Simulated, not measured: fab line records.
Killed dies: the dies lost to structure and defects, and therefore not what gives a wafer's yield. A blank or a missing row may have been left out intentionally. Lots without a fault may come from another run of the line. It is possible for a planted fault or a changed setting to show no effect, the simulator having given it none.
2 desks looking at one fault ; flow gf180mcu ; each desk has only its own numbers; what lay behind them comes last

== FOR THE TOOL OWNER'S DESK: cmp-01 ==
The tool's own readings at GF_CONTACT_CMP_27 (polishes, stops on SiO2, t overpolish 15 s, target thk 0 nm): means of the sampled wafers that have a number, for each lot that ran on this tool. The brackets show how far a lot's mean lies from the usual mean; more than 4 standard deviations puts the lot out of limits, marked OUT.
Columns: A = head_pressure_psi at GF_CONTACT_CMP_27, usual 3.500 psi; B = motor_current_A at GF_CONTACT_CMP_27, usual 10.9 A; C = overpolish_run_s at GF_CONTACT_CMP_27, usual 15.000 s; D = time_to_endpoint_s at GF_CONTACT_CMP_27, usual 71 s
lot;first seen here;A;B;C;D
L520;day 16 18:33;3.508;12.1;14.998;66
L524;day 17 23:26;3.499;11.3;14.999;68
L525;day 18 12:32;3.496;11.1;15.000;66
L526;day 19 02:59;3.503;11.4;15.006;70
L527;day 19 03:58;3.497;11.3;15.013;70
L528;day 19 13:58;3.499;11.0;15.000;68
L531;day 20 17:47;3.504;10.1;0.038 (-99 or more) OUT;108 (+8.1) OUT
L533;day 21 04:01;3.506;10.6;0.037 (-99 or more) OUT;107 (+8.1) OUT
L532;day 21 04:40;3.496;10.6;0.039 (-99 or more) OUT;109 (+8.4) OUT
This desk finds L531, L532, L533 out of limits, L531 being first, at day 20 17:47 (overpolish_run_s at GF_CONTACT_CMP_27). L520, L524, L525, L526, L527, L528: within limits.

== THE METROLOGY DESK ==
What the gauges read, lot by lot, whatever tool the lot ran on: means of the sampled wafers that have a number. The brackets show how far a lot's mean lies from the usual mean; more than 4 standard deviations puts the lot out of limits, marked OUT.
Columns: A = CONTACT_CVD_00_THK at GF_CONTACT_THK_MEAS_01, usual 311 nm; B = CONTACT_W_RS at GF_CONTACT_RS_MEAS_25, usual 0.405 ohm/sq
lot;first seen here;A;B
L520;day 15 18:46;311;0.412
L521;day 16 06:08;308;0.409
L524;day 16 22:35;315;0.402
L525;day 17 11:28;313;0.409
L526;day 18 01:06;306;0.399
L527;day 18 02:38;312;0.401
L528;day 18 12:08;316;0.414
L530;day 19 05:54;307;0.409
L531;day 19 16:05;311;0.411
L533;day 20 02:42;307;0.413
L532;day 20 02:58;316;0.408
L535;day 21 00:02;308;0.407
L541;day 22 19:58;315;0.409
L542;day 23 06:10;310;0.402
This desk's finding: nothing out of limits on any of the 14 lots.

== BROUGHT TOGETHER ==
The tool owner's desk could have raised an alarm at day 20 17:47, on L531, L532, L533.
At the metrology desk, nothing out of limits was observed.
The metrology desk holds a record of L531, L532, L533, inside its limits.
All the named lots went through GF_CONTACT_CMP_27 on cmp-01.

== WHAT HAD BEEN PUT IN BY THE SIMULATOR ==
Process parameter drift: cmp-01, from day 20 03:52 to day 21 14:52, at GF_CONTACT_CMP_27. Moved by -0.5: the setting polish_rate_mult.
Lots struck among those shown: L531, L532, L533.
Each desk's first reading out of limits, in hours after the fault started: the tool owner's desk, 14.
